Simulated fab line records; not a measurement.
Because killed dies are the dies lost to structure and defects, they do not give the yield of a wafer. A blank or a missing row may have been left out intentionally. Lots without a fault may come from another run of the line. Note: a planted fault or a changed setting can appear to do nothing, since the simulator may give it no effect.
What tool caused it?    flow sfq-line    Sampling: 13 lots, 36 wafers, 4 of 325 route steps

WHAT THE GAUGES SHOWED, per wafer
SFQ_I2_OVL_MEAS_918. Usual: I2_OVL 1 nm, standard deviation 5.2.
lot   measured      on          I2_OVL (nm)  flag
L737  day 23 21:56  overlay-02  2 5 4        
L738  day 23 23:08  overlay-01  -9 -1 -4     
L743  day 31 07:17  overlay-02  1 -4         
L745  day 31 12:04  overlay-01  -4 2         
L747  day 38 05:27  overlay-02  -2 1         
L749  day 38 15:03  overlay-02  5 10 0       
L750  day 38 16:15  overlay-01  2 -1 2       
L752  day 38 19:52  overlay-01  -10 -6 -5    
L753  day 38 21:03  overlay-01  4 -1 7       
L755  day 38 23:27  overlay-01  4 2 0        
L756  day 39 01:51  overlay-01  0 7 -2       
L758  day 39 05:27  overlay-01  -1 -7 -5     
L759  day 39 06:39  overlay-01  6 6 -3       

EACH LOT AND THE TOOL THAT RAN IT (in order: tool; ch and the chambers of the sampled wafers; start)
lot   SFQ_TRILAYER_M2_BARC_OPEN_METAL_ETCH_077  SFQ_TRILAYER_I2_DEP_PECVD_063    SFQ_TRILAYER_I2_CMP_CMP_064
L737  rie-metal-03 ch 1, day 23 09:59           pecvd-03 ch 0,1, day 23 11:42    cmp-02 ch 1,2,3, day 23 12:24
L738  rie-metal-03 ch 1, day 23 13:36           pecvd-03 ch 0,1, day 23 15:18    cmp-02 ch 1,2,3, day 23 15:24
L743  rie-metal-01 ch 1, day 30 18:17           pecvd-02 ch 0,1, day 30 19:13    cmp-01 ch 0,2, day 30 21:29
L745  rie-metal-01 ch 0,1, day 31 01:28         pecvd-02 ch 0,1, day 31 02:25    cmp-02 ch 0,1, day 31 03:05
L747  rie-metal-04 ch 0,1, day 31 08:40         pecvd-02 ch 2, day 31 09:37      cmp-02 ch 1,3, day 31 11:29
L749  rie-metal-01 ch 1, day 31 16:54           pecvd-04 ch 1,2, day 31 17:52    cmp-01 ch 0,1, day 31 19:17
L750  rie-metal-04 ch 0,1, day 31 18:06         pecvd-03 ch 1,2, day 31 19:04    cmp-02 ch 0,2,3, day 31 20:59
L752  rie-metal-01 ch 0,1, day 32 00:24         pecvd-04 ch 0,2, day 32 01:20    cmp-01 ch 0,1, day 32 01:55
L753  rie-metal-04 ch 0,1, day 32 01:35         pecvd-03 ch 0,1, day 32 02:32    cmp-02 ch 0,1,2, day 32 04:43
L755  rie-metal-01 ch 0,1, day 32 03:59         pecvd-04 ch 0,1,2, day 32 04:56  cmp-02 ch 0,2, day 32 06:13
L756  rie-metal-04 ch 0,1, day 32 05:11         pecvd-03 ch 0,2, day 32 06:08    cmp-01 ch 2,3, day 32 11:25
L758  rie-metal-04 ch 0,1, day 32 08:47         pecvd-04 ch 0,1,2, day 32 09:44  cmp-02 ch 0,1,2, day 32 15:10
L759  rie-metal-03 ch 0,1, day 32 09:59         pecvd-03 ch 0,2, day 32 10:56    cmp-01 ch 0,1, day 32 17:25
- SFQ_TRILAYER_M2_BARC_OPEN_METAL_ETCH_077: etches BARC in O2, target depth 125 nm, time 41.7 s.
- SFQ_TRILAYER_I2_DEP_PECVD_063: deposits SiO2 from SiH4/N2O, time 111.11 s, target thk 500 nm.
- SFQ_TRILAYER_I2_CMP_CMP_064: polishes SiO2.

WHAT THE TOOLS THEMSELVES READ (means of the sampled wafers that have a number; where no wafer has one, the mark that the record gives instead)
SFQ_TRILAYER_M2_BARC_OPEN_METAL_ETCH_077. Usual: drypump-motor-current-A 5.92 A, standard deviation 0.3; oes-product-au 0.684 a.u., standard deviation 0.0046.
lot   tool          drypump-motor-current-A (A)  oes-product-au (a.u.)  flag
L737  rie-metal-03  6.34                         0.682                  
L738  rie-metal-03  6.28                         0.684                  
L743  rie-metal-01  5.73                         0.683                  
L745  rie-metal-01  5.75                         0.683                  
L747  rie-metal-04  6.01                         0.679                  
L749  rie-metal-01  5.71                         0.685                  
L750  rie-metal-04  5.90                         0.686                  
L752  rie-metal-01  5.75                         0.685                  
L753  rie-metal-04  6.12                         0.681                  
L755  rie-metal-01  5.77                         0.691                  
L756  rie-metal-04  6.11                         0.688                  
L758  rie-metal-04  6.12                         0.690                  
L759  rie-metal-03  6.05                         0.681                  

SFQ_TRILAYER_I2_DEP_PECVD_063. Usual: heater-power-w 81 W, standard deviation 8.8; run-length-s 139.0 s, standard deviation 0.6; throttle-valve-pct 24.7 %, standard deviation 1.9.
lot   tool      heater-power-w (W)  run-length-s (s)  throttle-valve-pct (%)  flag
L737  pecvd-03  80                  139.4             28.0                    
L738  pecvd-03  82                  138.8             28.3                    
L743  pecvd-02  78                  132.6             26.9                    OFF
L745  pecvd-02  82                  132.3             26.8                    OFF
L747  pecvd-02  64                  131.4             24.9                    OFF
L749  pecvd-04  83                  138.9             24.6                    
L750  pecvd-03  76                  139.5             22.4                    
L752  pecvd-04  86                  138.6             23.5                    
L753  pecvd-03  84                  138.7             23.2                    
L755  pecvd-04  82                  138.3             24.0                    
L756  pecvd-03  86                  139.3             22.9                    
L758  pecvd-04  81                  138.4             24.1                    
L759  pecvd-03  82                  139.4             22.8                    

SFQ_TRILAYER_I2_CMP_CMP_064. Usual: motor-current-A 10.2 A, standard deviation 0.85; platen-rpm 60.00 rpm, standard deviation 0.038; time-to-endpoint-s 216 s, standard deviation 7.
lot   tool    motor-current-A (A)  platen-rpm (rpm)  time-to-endpoint-s (s)  flag
L737  cmp-02  9.2                  60.01             217                     
L738  cmp-02  9.6                  60.00             224                     
L743  cmp-01  10.2                 59.96             190                     OFF
L745  cmp-02  9.4                  60.03             192                     OFF
L747  cmp-02  9.6                  60.04             199                     
L749  cmp-01  11.1                 59.96             209                     
L750  cmp-02  10.4                 59.98             217                     
L752  cmp-01  11.3                 60.01             213                     
L753  cmp-02  9.6                  59.98             218                     
L755  cmp-02  9.8                  60.01             219                     
L756  cmp-01  10.6                 59.99             211                     
L758  cmp-02  9.6                  60.02             210                     
L759  cmp-01  11.3                 60.03             211                     

THE ANSWER, worked out from the rows above alone
Rule: a lot counts as off when the mean over its wafers that have a number is more than 3 standard deviations away from the usual mean. Also off: a lot with no number at a reading for which 4 or more lots have one. Any other lot the step has rows for is counted as sound. After the gauges, taken in route order, come the tools' own readings; for these a lot's mean is taken, as printed above. The first step at which some lot is off is used, and at that step the reading that is off furthest; a lot without a number counts as furthest.
Off: L743, L745, L747, at SFQ_TRILAYER_I2_DEP_PECVD_063 (run-length-s).
If a tool, at that step or one of the process steps before it, ran each lot that is off and ran no sound lot following the first of them, it fits. One fits: pecvd-02 at SFQ_TRILAYER_I2_DEP_PECVD_063. It ran no sound lot before its first lot that is off in this sample, so the start can't be narrowed down.
On the lots that are off, the tool's own readings at SFQ_TRILAYER_I2_DEP_PECVD_063 differ by more than 5 times the standard deviation of the sound lots' means, which bears it out; run-length-s reads 132.1 s there versus 138.9 s on the sound lots.

WHAT WAS PUT IN BY THE SIMULATOR
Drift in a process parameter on pecvd-02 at SFQ_TRILAYER_I2_DEP_PECVD_063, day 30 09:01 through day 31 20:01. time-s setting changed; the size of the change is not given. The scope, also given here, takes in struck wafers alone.
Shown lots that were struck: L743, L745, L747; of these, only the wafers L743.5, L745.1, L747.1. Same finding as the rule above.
